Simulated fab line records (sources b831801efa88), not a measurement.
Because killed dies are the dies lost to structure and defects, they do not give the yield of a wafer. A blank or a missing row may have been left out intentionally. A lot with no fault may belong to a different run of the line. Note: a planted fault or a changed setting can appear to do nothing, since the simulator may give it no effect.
Chamber matching	flow sky130	SKY_CONTACT_CMP_27 on cmp-02 has 4 sister chambers
The step polishes, stops on SiO2, t overpolish 15 s, target thk 0 nm. 4 wafers are shown with their chamber, then 7 later ones without.

== WAFERS, EACH WITH ITS CHAMBER ==
wafer	chamber	motor-current-A (A)
L861.5	1	10.1
L875.1	2	11.8
L876.1	0	11.5
L876.2	3	9.2

== WAFERS MISSING THEIR CHAMBER ==
wafer	motor-current-A (A)
L876.4	10.1
L874.2	9.6
L874.4	10.8
L874.5	11.5
L882.2	9.9
L882.3	10.9
L882.6	11.5

== WHICH CHAMBER EACH ONE RAN IN ==
wafer	from the rows above	in truth
L876.4	1	1
L874.2	can't be placed: 3 or 1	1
L874.4	can't be placed: 0 or 1 or 2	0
L874.5	can't be placed: 0 or 2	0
L882.2	can't be placed: 1 or 3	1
L882.3	can't be placed: 0 or 1 or 2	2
L882.6	can't be placed: 0 or 2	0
Placed correctly: 1 of 7. These rows do not allow placing 6 (true chamber among the candidates in 6). Number placed wrongly: 0.
How it was worked out, from the rows above alone: a wafer's distance from a chamber is the root of the sum, over the readings, of the square of ((its reading less the chamber's mean) divided by the reading's scatter). The wafer belongs to the nearest chamber; if the next one is less than 2 further off, it can't be placed. For every chamber, the mean is computed from those of its wafers that are shown. The scatter (one wafer shown for each chamber): square how far every hidden wafer sits from the nearest shown wafer, average those squares and take the square root.
